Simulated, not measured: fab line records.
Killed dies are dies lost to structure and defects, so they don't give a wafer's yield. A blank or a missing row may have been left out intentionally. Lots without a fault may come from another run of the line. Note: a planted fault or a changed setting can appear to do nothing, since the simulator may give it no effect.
Which of the tools did it? | flow sky130 | 10 lots with 30 wafers sampled at 7 steps, on a route of 708 steps

== WHAT THE GAUGES READ, wafer by wafer ==
SKY_LOCAL_INTERCONNECT_CD_MEAS_11 targets a cd of 170 nm.
lot  | measured     | on       | cdNm (nm)
L385 | day 31 17:19 | cdSem-01 | 169.2 169.8 169.6
L386 | day 31 21:38 | cdSem-02 | 168.8 170.4 169.5
L387 | day 32 20:32 | cdSem-02 | 167.0 167.7 168.6
L388 | day 32 23:32 | cdSem-02 | 169.3 171.3 171.0
L390 | day 33 11:20 | cdSem-01 | 169.8 170.7 168.6
L392 | day 33 23:59 | cdSem-02 | 168.8 169.5 169.0
L394 | day 34 12:13 | cdSem-02 | 170.1 169.6 170.1
L401 | day 36 20:02 | cdSem-02 | 169.8 170.1 167.9
L402 | day 36 21:25 | cdSem-02 | 170.8 170.7 169.7
L405 | day 37 19:20 | cdSem-02 | 169.1 167.5 168.8

SKY_VIA1_RS_MEAS_22: measurement is done with a four-point probe.
lot  | measured     | on           | VIA1_W_RS (ohm/sq)
L385 | day 35 07:26 | filmMetro-01 | 0.416 0.417 0.436
L386 | day 35 10:14 | filmMetro-04 | 0.441 0.414 0.439
L387 | day 36 10:25 | filmMetro-01 | 0.419 0.443 0.422
L388 | day 36 14:05 | filmMetro-04 | 0.430 0.423 0.424
L390 | day 37 00:45 | filmMetro-01 | 0.439 0.435 0.442
L392 | day 37 12:55 | filmMetro-01 | 0.433 0.429 0.436
L394 | day 38 01:24 | filmMetro-01 | 0.432 0.417 0.412
L401 | day 40 07:18 | filmMetro-04 | 0.425 1.236 0.428
L402 | day 40 08:11 | filmMetro-04 | 1.232 0.432 0.414
L405 | day 41 05:20 | filmMetro-01 | 0.423 0.438 0.428

SKY_VIA1_THK_MEAS_23: measures by xrf.
lot  | measured     | on           | VIA1_W_THK (nm)
L385 | day 35 07:32 | filmMetro-01 | 279 278 267
L386 | day 35 10:22 | filmMetro-04 | 256 273 258
L387 | day 36 10:31 | filmMetro-01 | 274 262 275
L388 | day 36 14:13 | filmMetro-04 | 261 267 267
L390 | day 37 00:52 | filmMetro-01 | 263 264 260
L392 | day 37 13:01 | filmMetro-01 | 266 268 263
L394 | day 38 01:31 | filmMetro-01 | 267 277 279
L401 | day 40 07:25 | filmMetro-04 | 267 95 265
L402 | day 40 08:18 | filmMetro-04 | 95 263 275
L405 | day 41 05:27 | filmMetro-01 | 273 265 270

SKY_VIA2_THK_MEAS_23: measures by xrf.
lot  | measured     | on           | VIA2_W_THK (nm)
L385 | day 37 14:20 | filmMetro-03 | 425 427 425
L386 | day 37 17:50 | filmMetro-02 | 428 437 432
L387 | day 38 18:06 | filmMetro-04 | 414 415 409
L388 | day 38 20:50 | filmMetro-02 | 430 434 436
L390 | day 39 08:10 | filmMetro-03 | 435 437 433
L392 | day 39 19:27 | filmMetro-02 | 429 427 441
L394 | day 40 06:57 | filmMetro-02 | 425 437 434
L401 | day 42 12:23 | filmMetro-02 | 430 419 418
L402 | day 42 11:42 | filmMetro-02 | 423 436 428
L405 | day 43 08:40 | filmMetro-02 | 417 424 418

== TOOL THAT RAN EACH LOT (tool first, then ch and the chambers of the sampled wafers, then the start) ==
lot  | SKY_METAL1_ETCH_18               | SKY_VIA1_CVD_21              | SKY_VIA1_CMP_24
L385 | rieMetal-01 ch 0,1, day 34 02:26 | cvdW-02 ch 0,1, day 35 07:14 | cmp-02 ch 0,2,3, day 35 07:41
L386 | rieMetal-03 ch 0, day 34 05:43   | cvdW-02 ch 0,1, day 35 10:09 | cmp-01 ch 1,2, day 35 10:25
L387 | rieMetal-03 ch 0,1, day 35 06:12 | cvdW-02 ch 0,1, day 36 10:19 | cmp-02 ch 0,1,3, day 36 10:39
L388 | rieMetal-04 ch 0,1, day 35 08:39 | cvdW-01 ch 0,1, day 36 14:00 | cmp-02 ch 1,2, day 36 14:16
L390 | rieMetal-01 ch 1, day 35 19:34   | cvdW-01 ch 0,1, day 37 00:40 | cmp-02 ch 1,2,3, day 37 00:59
L392 | rieMetal-03 ch 0,1, day 36 08:30 | cvdW-02 ch 1, day 37 12:46   | cmp-01 ch 0,1,2, day 37 13:08
L394 | rieMetal-01 ch 0,1, day 36 21:23 | cvdW-02 ch 0,1, day 38 01:17 | cmp-01 ch 1,2,3, day 38 01:40
L401 | rieMetal-03 ch 0,1, day 39 03:59 | cvdW-02 ch 0,1, day 40 07:12 | cmp-02 ch 1,3, day 40 07:29
L402 | rieMetal-01 ch 1, day 39 05:11   | cvdW-02 ch 0,1, day 40 08:05 | cmp-02 ch 2,3, day 40 08:21
L405 | rieMetal-01 ch 0,1, day 40 02:18 | cvdW-01 ch 0,1, day 41 05:14 | cmp-01 ch 0,1,3, day 41 05:34
- SKY_METAL1_ETCH_18: etches BARC in N2/H2, stops on SiO2, time 45.9 s, target depth 60 nm.
- SKY_VIA1_CVD_21: deposits W, target thk 270 nm, time 80.902 s.
- SKY_VIA1_CMP_24: polishes, stops on SiO2, t overpolish 15 s, target thk 0 nm.

== AS READ BY THE TOOLS THEMSELVES (means over the sampled wafers that have a number; for cases with no such wafer, the mark the record gives instead) ==
SKY_METAL1_ETCH_18.
lot  | tool        | chamberPressureMTorr (mTorr) | drypumpMotorCurrentA (A) | oesProductAu (a.u.) | throttleValvePct (%)
L385 | rieMetal-01 | 30.00                        | 5.7                      | 0.858               | 13.218
L386 | rieMetal-03 | 29.98                        | 5.9                      | 0.852               | 13.221
L387 | rieMetal-03 | 29.99                        | 6.1                      | 0.854               | 13.223
L388 | rieMetal-04 | 29.97                        | 5.8                      | 0.852               | 13.226
L390 | rieMetal-01 | 29.99                        | 5.5                      | 0.852               | 13.224
L392 | rieMetal-03 | 30.00                        | 6.1                      | 0.858               | 13.231
L394 | rieMetal-01 | 29.99                        | 5.7                      | 0.857               | 13.221
L401 | rieMetal-03 | 29.99                        | 6.1                      | 0.852               | 13.226
L402 | rieMetal-01 | 30.01                        | 5.5                      | 0.855               | 13.216
L405 | rieMetal-01 | 29.97                        | 5.7                      | 0.852               | 13.225

SKY_VIA1_CVD_21.
lot  | tool    | heaterPowerW (W)
L385 | cvdW-02 | 809
L386 | cvdW-02 | 868
L387 | cvdW-02 | 810
L388 | cvdW-01 | 755
L390 | cvdW-01 | 724
L392 | cvdW-02 | 962
L394 | cvdW-02 | 804
L401 | cvdW-02 | 882
L402 | cvdW-02 | 833
L405 | cvdW-01 | 721

SKY_VIA1_CMP_24.
lot  | tool   | edgeZonePressureFrac | motorCurrentA (A) | timeToEndpointS (s)
L385 | cmp-02 | 1.000                | 11.0              | 63
L386 | cmp-01 | 1.001                | 11.4              | 66
L387 | cmp-02 | 0.999                | 10.2              | 63
L388 | cmp-02 | 0.999                | 12.0              | 69
L390 | cmp-02 | 1.003                | 11.5              | 63
L392 | cmp-01 | 0.995                | 10.9              | 68
L394 | cmp-01 | 0.997                | 11.7              | 65
L401 | cmp-02 | 0.998                | 11.4              | 52
L402 | cmp-02 | 1.000                | 11.3              | 54
L405 | cmp-01 | 1.005                | 11.1              | 63

== THE ANSWER, worked out from the rows above alone ==
Rule: the lots themselves supply what counts as usual. The widest of any qualifying gaps counts: lots, ordered by their means at a reading, are off when they make up no more than a third of the lots, leave a main group of 4 or more, and stand apart from it by 3 or more times the standard deviation of that group's means. Not used: any main group whose means are identical at the precision the tables above print for the reading. A lot without any number at a reading at which 4 lots or more have one is off too. All remaining lots with rows at the step are treated as sound. The gauges are gone through in route order, then the tools' own readings, and for those a lot's mean is taken as printed above. At the first step where some lot is off, the reading lying furthest off is the one used; lots without a number count as furthest.
Off: at SKY_VIA1_RS_MEAS_22 (VIA1_W_RS), L401, L402. Mean 0.429 ohm/sq and standard deviation 0.0054 in the main group.
A tool fits if, at a process step before that reading, it ran every lot that is off, and no sound lot after the first of them. The gauges at SKY_VIA1_RS_MEAS_22 aren't tried: what is off there is off at SKY_VIA1_CMP_24 too, on other tools, and a gauge's error can't cause that. One fits: cvdW-02 at SKY_VIA1_CVD_21. Its last sound lot is L394 (day 38 01:17), its first lot that is off L401 (day 40 07:12): a fault that began between those two fits.

== WHAT THE SIMULATOR HAD INSERTED ==
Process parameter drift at SKY_VIA1_CVD_21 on cvdW-02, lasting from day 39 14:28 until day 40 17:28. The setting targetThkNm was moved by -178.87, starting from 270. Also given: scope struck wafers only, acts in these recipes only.
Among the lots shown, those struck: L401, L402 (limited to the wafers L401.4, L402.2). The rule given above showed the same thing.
